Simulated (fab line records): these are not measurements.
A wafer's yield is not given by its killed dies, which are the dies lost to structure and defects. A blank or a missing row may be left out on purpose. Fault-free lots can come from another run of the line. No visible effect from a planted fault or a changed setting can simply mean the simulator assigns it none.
2 desks, one fault :: flow gf180mcu :: what lay behind the numbers comes last; until then each desk has only its own

== DESK OF THE TOOL OWNER: litho track-01 ==
The tool's own readings at GF_TOP_METAL_COAT_09 (resist thk 1500 nm): means of the sampled wafers that have a number, for each lot that ran on this tool. A lot is out of limits, marked OUT, if its mean lies more than 4 standard deviations from the usual mean; the brackets give that distance.
Columns: A = chill plate temp C at GF_TOP_METAL_COAT_09, usual 22.97 C; B = spin speed rpm at GF_TOP_METAL_COAT_09, usual 2999.9 rpm
lot: L988
first seen here: day 27 23:02
A: 23.06
B: 2999.9

lot: L991
first seen here: day 28 16:17
A: 23.13
B: 2998.2

lot: L993
first seen here: day 29 12:35
A: 23.13
B: 3223.1 (+99 or more) OUT

lot: L994
first seen here: day 29 17:50
A: 22.97
B: 3221.4 (+99 or more) OUT

lot: L106
first seen here: day 32 13:59
A: 22.91
B: 3002.2

lot: L109
first seen here: day 33 07:00
A: 22.97
B: 2999.7

lot: L110
first seen here: day 33 14:17
A: 23.06
B: 3003.5
Finding of this desk: L993, L994 out of limits; the first was L993 at day 29 12:35, on spin speed rpm at GF_TOP_METAL_COAT_09. L988, L991, L106, L109, L110 stayed within limits.

== THE METROLOGY DESK ==
Means of the sampled wafers that have a number, per lot and without regard to the tool the lot ran on: this is what the gauges read. A lot is out of limits, marked OUT, if its mean lies more than 4 standard deviations from the usual mean; the brackets give that distance.
Columns: A = MVPSD_TW at GF_MVPSD_TW_MEAS_11, usual 549; B = VT_IMPLANT_TW at GF_VT_IMPLANT_TW_MEAS_10, usual 564; C = cd nm at GF_POLY_GATE_CD_MEAS_18, usual 280.6 nm
lot: L988
first seen here: day 5 00:41
A: 546
B: 569
C: 281.1

lot: L991
first seen here: day 5 19:08
A: 548
B: 550
C: 283.5

lot: L993
first seen here: day 6 09:50
A: 549
B: 550
C: 280.2

lot: L994
first seen here: day 6 13:13
A: 540
B: 569
C: 280.8

lot: L101
first seen here: day 8 03:19
A: 564
B: 557
C: 280.1

lot: L102
first seen here: day 8 14:06
A: 547
B: 556
C: 281.4

lot: L104
first seen here: day 8 21:26
A: 550
B: 570
C: 279.3

lot: L105
first seen here: day 9 07:25
A: 549
B: 556
C: 279.5

lot: L106
first seen here: day 9 09:04
A: 545
B: 570
C: 281.2

lot: L109
first seen here: day 10 04:30
A: 546
B: 555
C: 277.2

lot: L110
first seen here: day 10 09:34
A: 546
B: 558
C: 279.3

lot: L111
first seen here: day 10 15:16
A: 548
B: 574
C: 280.2
Finding of this desk: none of the 12 lots has anything out of limits.

== TAKEN TOGETHER ==
At day 29 12:35, on L993, L994, the tool owner's desk was in a position to raise an alarm.
Nothing out of limits was seen by the metrology desk.
The metrology desk holds a record of L993, L994, inside its limits.
On litho track-01, each named lot ran GF_TOP_METAL_COAT_09.

== WHAT HAD BEEN PUT IN BY THE SIMULATOR ==
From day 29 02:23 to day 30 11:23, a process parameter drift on litho track-01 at GF_TOP_METAL_COAT_09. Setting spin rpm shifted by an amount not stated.
Shown lots that were struck: L993, L994.
Time in hours from fault onset to the first out-of-limits reading at each desk: the tool owner's desk, 10.
